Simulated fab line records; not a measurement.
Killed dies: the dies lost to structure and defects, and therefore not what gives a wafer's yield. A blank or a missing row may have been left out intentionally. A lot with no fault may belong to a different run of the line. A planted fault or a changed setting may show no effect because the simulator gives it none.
Which tool is to blame? + flow gf180mcu + Sampling: 6 lots, 18 wafers, 2 of 602 route steps

== WHAT THE GAUGES SHOWED, per wafer ==
GF_V5_THK_MEAS_01.
| lot  | measured     | on            | V5_CVD_00_THK (nm) |
|------|--------------|---------------|--------------------|
| L240 | day 27 12:16 | film-metro-03 | 298.3 300.3 299.0  |
| L242 | day 28 05:08 | film-metro-04 | 299.7 300.5 306.2  |
| L245 | day 29 06:47 | film-metro-02 | 304.2 301.1 306.2  |
| L253 | day 31 12:28 | film-metro-04 | 300.7 299.7 302.5  |
| L255 | day 31 20:22 | film-metro-03 | 297.4 299.7 298.5  |
| L259 | day 32 22:14 | film-metro-03 | 298.5 295.8 300.8  |

== EACH LOT AND THE TOOL THAT RAN IT (in order: tool; ch and the chambers of the sampled wafers; start) ==
| lot  | GF_V1_STRIP_18                       |
|------|--------------------------------------|
| L240 | plasma-asher-02 ch 0,1, day 19 10:26 |
| L242 | plasma-asher-04 ch 0,1, day 20 07:01 |
| L245 | plasma-asher-02 ch 0,1, day 21 13:59 |
| L253 | plasma-asher-01 ch 0,1, day 24 08:59 |
| L255 | plasma-asher-02 ch 0,1, day 24 19:31 |
| L259 | plasma-asher-02 ch 0,1, day 26 01:52 |
- GF_V1_STRIP_18: strips in O2/N2.

== THE ANSWER, worked out from the rows above alone ==
Rule: the lots themselves supply what counts as usual. Put in order of their means at a reading, lots are off if they are a third of the lots or fewer, leave a main group of 4 or more, and stand apart from it by a gap of 3 or more times the standard deviation of the main group's means; of several such gaps the widest counts. The tables above print the reading to a certain number of digits; a main group whose means all agree to those digits is not used. Also off: a lot with no number at a reading for which 4 or more lots have one. All remaining lots with rows at the step are treated as sound.
No lot is off on any of the readings shown, so nothing can be concluded from this.

== WHAT THE SIMULATOR HAD PUT IN ==
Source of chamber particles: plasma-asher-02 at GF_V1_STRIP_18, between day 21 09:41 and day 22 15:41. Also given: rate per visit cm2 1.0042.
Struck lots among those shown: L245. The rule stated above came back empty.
